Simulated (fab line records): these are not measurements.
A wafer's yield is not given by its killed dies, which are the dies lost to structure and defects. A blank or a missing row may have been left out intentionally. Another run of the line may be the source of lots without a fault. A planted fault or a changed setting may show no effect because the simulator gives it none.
Matching of chambers | flow sfqLine | 4 sister chambers for SFQ_TRILAYER_L0_VIA_ETCH_VIA_ETCH_016 on rieDiel-02
The step etches SiO2 in CHF3, stops on MoNx KI, target depth 80 nm. 16 wafers are shown with their chamber, then 7 later ones without.

WAFERS PAIRED WITH THEIR CHAMBERS
wafer  | chamber | drypumpMotorCurrentA (A) | oesProductAu (a.u.) | biasW (W)
L742.1 | 0       | 5.9                      | 0.836               | 80.12
L742.2 | 1       | 5.4                      | 0.836               | 79.98
L742.6 | 2       | 5.7                      | 0.852               | 79.82
L743.1 | 0       | 5.8                      | 0.825               | 79.81
L743.4 | 3       | 6.4                      | 0.837               | 80.05
L743.6 | 3       | 6.4                      | 0.828               | 80.05
L745.2 | 3       | 6.4                      | 0.842               | 80.40
L745.5 | 2       | 5.7                      | 0.845               | 80.11
L745.6 | 3       | 6.4                      | 0.840               | 80.28
L747.1 | 3       | 6.4                      | 0.840               | 79.41
L747.4 | 2       | 5.7                      | 0.842               | 80.15
L747.6 | 2       | 5.7                      | 0.853               | 80.16
L749.2 | 2       | 5.7                      | 0.834               | 79.86
L752.5 | 0       | 5.8                      | 0.849               | 80.09
L761.2 | 2       | 5.7                      | 0.844               | 80.52
L761.5 | 3       | 6.4                      | 0.846               | 80.14

SIGNATURES (averages over the wafers above)
reading              | chamber 0 | chamber 1 | chamber 2 | chamber 3 | scatter within a chamber
drypumpMotorCurrentA | 5.833     | 5.400     | 5.700     | 6.400     | 0.0236
oesProductAu         | 0.83667   | 0.83600   | 0.84500   | 0.83883   | 0.00773
biasW                | 80.0067   | 79.9800   | 80.1033   | 80.0550   | 0.284
Rule: for a wafer and a chamber, the distance is found by dividing, reading by reading, the gap between the wafer's reading and the chamber's mean by the reading's scatter, squaring, summing and taking the root. The wafer belongs to the nearest chamber; if the next one is less than 2 further off, it can't be placed. The scatter: take each reading less its chamber's mean, square it, sum over the shown wafers, divide by the number of wafers less the number of chambers, and take the root.

WAFERS WHOSE CHAMBER IS MISSING
wafer  | drypumpMotorCurrentA (A) | oesProductAu (a.u.) | biasW (W)
L761.6 | 5.4                      | 0.859               | 79.40
L762.2 | 5.7                      | 0.824               | 80.09
L762.3 | 5.4                      | 0.830               | 79.97
L762.5 | 6.4                      | 0.840               | 80.03
L765.1 | 5.4                      | 0.834               | 79.71
L765.2 | 6.4                      | 0.836               | 80.03
L765.4 | 5.9                      | 0.840               | 79.99

WHICH CHAMBER EACH WENT THROUGH
wafer  | from the rows above | in truth
L761.6 | 1                   | 1
L762.2 | 2                   | 2
L762.3 | 1                   | 1
L762.5 | 3                   | 3
L765.1 | 1                   | 1
L765.2 | 3                   | 3
L765.4 | 0                   | 0
Correct placement for 7 of the 7. From these rows, 0 cannot be placed. Placed wrongly: 0.
